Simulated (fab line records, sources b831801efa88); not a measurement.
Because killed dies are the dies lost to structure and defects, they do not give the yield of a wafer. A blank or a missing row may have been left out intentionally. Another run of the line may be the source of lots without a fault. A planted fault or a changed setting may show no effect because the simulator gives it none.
Chamber matching ; flow sky130 ; 4 sister chambers for SKY_FIELD_ISO_ETCH_17 on rie-si-01
The step etches Si in HBr/Cl2/O2, target depth 342 nm, time 97.7 s. 15 wafers are shown with their chamber, then 7 later ones without.

## WAFERS PAIRED WITH THEIR CHAMBERS
wafer;chamber;drypump-motor-current-A (A);oes-product-au (a.u.);throttle-valve-pct (%)
L246.3;1;6.26;0.987;25.662
L246.4;3;5.67;0.996;25.667
L246.6;2;6.19;0.999;25.637
L247.2;2;6.16;0.993;25.666
L247.3;3;5.69;0.989;25.654
L247.5;3;5.71;0.991;25.653
L249.3;2;6.17;1.007;25.650
L249.4;3;5.69;0.983;25.677
L249.6;0;5.96;0.996;25.671
L252.2;1;6.28;0.992;25.670
L252.4;2;6.19;0.996;25.645
L253.2;0;5.96;0.997;25.675
L253.5;2;6.20;1.004;25.658
L259.3;0;5.96;1.000;25.674
L259.5;1;6.26;0.987;25.659

SIGNATURES (means of the wafers above)
reading;chamber 0;chamber 1;chamber 2;chamber 3;scatter within a chamber
drypump-motor-current-A;5.9600;6.2667;6.1820;5.6900;0.014
oes-product-au;0.99767;0.98867;0.99980;0.98975;0.0047
throttle-valve-pct;25.67333;25.66367;25.65120;25.66275;0.0094
Rule: a wafer lies at a distance from a chamber equal to the root of the sum of squares, over the readings, of (its reading less the chamber's mean, divided by the reading's scatter). If the next closest chamber is less than 2 further off than the closest, the wafer can't be placed; otherwise it belongs to the closest. The scatter is the square root of a quotient: the sum, over the shown wafers, of each reading's squared deviation from its chamber's mean, divided by wafers minus chambers.

## WAFERS WHOSE CHAMBER IS MISSING
wafer;drypump-motor-current-A (A);oes-product-au (a.u.);throttle-valve-pct (%)
L259.6;5.93;0.999;25.645
L261.2;5.69;0.985;25.669
L261.3;6.16;0.988;25.653
L261.5;5.71;0.995;25.657
L266.2;5.95;1.000;25.674
L266.3;6.26;0.990;25.663
L266.6;6.26;0.998;25.663

## THE CHAMBER EACH PASSED THROUGH
wafer;from the rows above;in truth
L259.6;0;0
L261.2;3;3
L261.3;2;2
L261.5;3;3
L266.2;0;0
L266.3;1;1
L266.6;1;1
Correct placement for 7 of the 7. Number that these rows cannot place: 0. Number placed wrongly: 0.
